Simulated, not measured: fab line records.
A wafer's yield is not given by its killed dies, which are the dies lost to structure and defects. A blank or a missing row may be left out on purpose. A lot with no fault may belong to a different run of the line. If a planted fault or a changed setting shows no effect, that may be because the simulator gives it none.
One fault seen from 2 desks / flow gf180mcu / numbers are kept per desk, each desk with only its own; the story behind them comes last

## THE METROLOGY DESK
What the gauges read for every lot (on any tool): the sampled wafers with a number, averaged. Any lot whose mean is over 4 standard deviations away from the usual mean is out of limits and marked OUT; that distance is given in the brackets.
Columns: A = M3_OVL at GF_M3_OVL_MEAS_15, usual 2 nm; B = M4_ALCU_RS at GF_M4_RS_MEAS_05, usual 0.0694 ohm/sq; C = M4_ALCU_THK at GF_M4_THK_MEAS_06, usual 451 nm
lot=L359; first seen here=day 21 06:43; A=-4; B=0.0699; C=449
lot=L360; first seen here=day 21 18:47; A=3; B=0.0695; C=449
lot=L361; first seen here=day 22 10:58; A=-3; B=0.0702; C=445
lot=L362; first seen here=day 22 22:23; A=5; B=0.0687; C=458
lot=L371; first seen here=day 25 22:49; A=1; B=0.0659; C=473
lot=L376; first seen here=day 27 17:58; A=3; B=0.0708; C=444
lot=L377; first seen here=day 28 16:07; A=3; B=0.0685; C=454
lot=L379; first seen here=day 28 16:28; A=9; B=0.0700; C=448
lot=L380; first seen here=day 28 17:01; A=1; B=0.0706; C=446
lot=L378; first seen here=day 28 17:14; A=-2; B=0.0694; C=452
lot=L381; first seen here=day 28 17:40; A=3; B=0.0700; C=448
lot=L382; first seen here=day 29 10:58; A=-3; B=0.0696; C=448
Result from this desk: across the 12 lots, nothing is out of limits.

## TOOL OWNER'S DESK, pvd-sputter-04
The tool's own readings at GF_M4_SPUTTER_02 (material AlCu, target thk 450 nm, time 23.9 s): means of the sampled wafers that have a number, for each lot that ran on this tool. Any lot whose mean is over 4 standard deviations away from the usual mean is out of limits and marked OUT; that distance is given in the brackets.
Columns: A = throttle-valve-pct at GF_M4_SPUTTER_02, usual 29.7 %
lot=L361; first seen here=day 23 13:32; A=29.0
lot=L371; first seen here=day 26 22:24; A=29.7
lot=L377; first seen here=day 29 17:38; A=29.1
Result from this desk: across the 3 lots, nothing is out of limits.

## BROUGHT TOGETHER
From the metrology desk's view, nothing was out of limits.
The desk of the tool owner found nothing out of limits.

## WHAT HAD BEEN PUT IN BY THE SIMULATOR
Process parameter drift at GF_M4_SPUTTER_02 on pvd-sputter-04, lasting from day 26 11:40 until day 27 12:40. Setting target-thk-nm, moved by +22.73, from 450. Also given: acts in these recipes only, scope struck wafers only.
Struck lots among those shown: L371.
